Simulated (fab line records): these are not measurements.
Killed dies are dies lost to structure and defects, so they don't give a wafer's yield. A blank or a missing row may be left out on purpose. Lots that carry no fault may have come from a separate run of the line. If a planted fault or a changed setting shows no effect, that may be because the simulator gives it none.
The tool behind it: which one?    flow sky130    11 lots with 33 wafers sampled at 4 steps, on a route of 708 steps

== WHAT THE GAUGES SHOWED, per wafer ==
SKY_CAPM_THK_MEAS_01. Usual: CAPM_CVD_00_THK gives 15.53 nm (standard deviation 0.22).
lot   measured      on             CAPM_CVD_00_THK (nm)                 flag
L821  day 36 00:35  film-metro-03  15.64 15.81 16.00                    
L824  day 38 07:20  film-metro-03  15.52 15.45 15.27                    
L826  day 38 07:41  film-metro-03  15.53 15.71 15.90                    
L825  day 38 08:32  film-metro-01  15.15 15.35 15.75                    
L828  day 38 15:00  film-metro-01  15.40 15.63 15.67                    
L833  day 40 09:03  film-metro-03  15.43 15.73 15.41                    
L838  day 41 15:05  film-metro-01  15.12 15.19 15.50                    
L839  day 41 22:43  film-metro-03  15.16 15.45 11.78 15.18 15.47 11.78  OFF
L840  day 42 07:28  film-metro-03  15.49 11.76 15.65 15.49 11.80 15.67  OFF
L841  day 42 15:25  film-metro-04  15.45 15.38 15.57                    
L842  day 42 17:43  film-metro-03  15.31 15.22 15.44                    

== TOOL THAT RAN EACH LOT (tool first, then ch and the chambers of the sampled wafers, then the start) ==
lot   SKY_VIA2_SPUTTER_20           SKY_METAL3_SPUTTER_02         SKY_CAPM_CVD_00
L821  pvd-sputter-02, day 35 23:44  pvd-sputter-04, day 36 00:27  pecvd-02 ch 0,2, day 36 00:33
L824  pvd-sputter-02, day 38 06:28  pvd-sputter-01, day 38 07:11  pecvd-04 ch 0,1,2, day 38 07:18
L826  pvd-sputter-03, day 38 06:49  pvd-sputter-03, day 38 07:32  pecvd-02 ch 0,1, day 38 07:39
L825  pvd-sputter-02, day 38 07:41  pvd-sputter-04, day 38 08:25  pecvd-03 ch 0,2, day 38 08:31
L828  pvd-sputter-04, day 38 14:09  pvd-sputter-01, day 38 14:52  pecvd-02 ch 0,1,2, day 38 14:59
L833  pvd-sputter-02, day 40 08:11  pvd-sputter-03, day 40 08:55  pecvd-03 ch 1,2, day 40 09:01
L838  pvd-sputter-02, day 41 12:35  pvd-sputter-04, day 41 14:53  pecvd-03 ch 0,2, day 41 14:59
L839  pvd-sputter-04, day 41 21:52  pvd-sputter-03, day 41 22:35  pecvd-02 ch 0,1, day 41 22:41
L840  pvd-sputter-02, day 42 06:37  pvd-sputter-03, day 42 07:20  pecvd-02 ch 0,1, day 42 07:26
L841  pvd-sputter-02, day 42 14:34  pvd-sputter-03, day 42 15:17  pecvd-04 ch 0,1,2, day 42 15:23
L842  pvd-sputter-03, day 42 16:45  pvd-sputter-04, day 42 17:35  pecvd-04 ch 0,2, day 42 17:41
- SKY_VIA2_SPUTTER_20: material TiN, target thk 20 nm, time 80 s.
- SKY_METAL3_SPUTTER_02: material AlCu, target thk 735 nm, time 39.1 s.
- SKY_CAPM_CVD_00: deposits SiO2, target thk 15.5 nm.

== AS READ BY THE TOOLS THEMSELVES (means over the sampled wafers that have a number; for cases with no such wafer, the mark the record gives instead) ==
SKY_VIA2_SPUTTER_20. Usual: cathode-dc-power-W 4000.0 W, standard deviation 0.75; throttle-valve-pct 30.2 %, standard deviation 0.92.
lot   tool            cathode-dc-power-W (W)  throttle-valve-pct (%)  flag
L821  pvd-sputter-02  4000.6                  30.8                    
L824  pvd-sputter-02  3999.7                  30.2                    
L826  pvd-sputter-03  3999.5                  30.5                    
L825  pvd-sputter-02  4000.9                  30.2                    
L828  pvd-sputter-04  3999.9                  29.6                    
L833  pvd-sputter-02  4000.4                  30.5                    
L838  pvd-sputter-02  4000.0                  30.0                    
L839  pvd-sputter-04  3999.4                  31.1                    
L840  pvd-sputter-02  4000.7                  29.9                    
L841  pvd-sputter-02  4000.2                  30.3                    
L842  pvd-sputter-03  3999.9                  31.1                    

SKY_METAL3_SPUTTER_02. Usual: cathode-dc-power-W 10600 W, standard deviation 2; throttle-valve-pct 30.1 %, standard deviation 1.1.
lot   tool            cathode-dc-power-W (W)  throttle-valve-pct (%)  flag
L821  pvd-sputter-04  10601                   29.2                    
L824  pvd-sputter-01  10599                   29.3                    
L826  pvd-sputter-03  10600                   30.8                    
L825  pvd-sputter-04  10601                   30.3                    
L828  pvd-sputter-01  10602                   29.5                    
L833  pvd-sputter-03  10603                   31.3                    
L838  pvd-sputter-04  10599                   29.7                    
L839  pvd-sputter-03  10603                   30.5                    
L840  pvd-sputter-03  10599                   30.7                    
L841  pvd-sputter-03  10602                   31.0                    
L842  pvd-sputter-04  10600                   29.7                    

SKY_CAPM_CVD_00. Usual: heater-power-w 711 W, standard deviation 110; susceptor-temp-C 399.98 C, standard deviation 0.24.
lot   tool      heater-power-w (W)  susceptor-temp-C (C)  flag
L821  pecvd-02  648                 399.82                
L824  pecvd-04  691                 399.80                
L826  pecvd-02  610                 399.74                
L825  pecvd-03  774                 400.15                
L828  pecvd-02  668                 400.02                
L833  pecvd-03  843                 400.03                
L838  pecvd-03  815                 399.94                
L839  pecvd-02  653                 399.75                
L840  pecvd-02  562                 399.84                
L841  pecvd-04  700                 400.23                
L842  pecvd-04  750                 399.90                

== THE ANSWER, worked out from the rows above alone ==
Rule: lot off if the mean of its wafers having a number is beyond 3 standard deviations from the usual mean. Also off: a lot with no number at a reading for which 4 or more lots have one. Where the step has rows for the other lots, those lots are counted as sound. Order of review: gauges by route order, followed by the tools' own readings, for which a lot's mean as printed above is used. At the first step where some lot is off, the reading lying furthest off is the one used; lots without a number count as furthest.
Off: at SKY_CAPM_THK_MEAS_01 (CAPM_CVD_00_THK), L839, L840.
A tool fits if, at a process step before that reading, it ran every lot that is off, and no sound lot after the first of them. The gauges at SKY_CAPM_THK_MEAS_01 are tried like those tools. One candidate fits, namely pecvd-02 at SKY_CAPM_CVD_00. A fault onset in the window from L828 (day 38 14:59, its last sound lot) to L839 (day 41 22:41, its first lot off) fits.

== WHAT HAD BEEN PUT IN BY THE SIMULATOR ==
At SKY_CAPM_CVD_00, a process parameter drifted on pecvd-02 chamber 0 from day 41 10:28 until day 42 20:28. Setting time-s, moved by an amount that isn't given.
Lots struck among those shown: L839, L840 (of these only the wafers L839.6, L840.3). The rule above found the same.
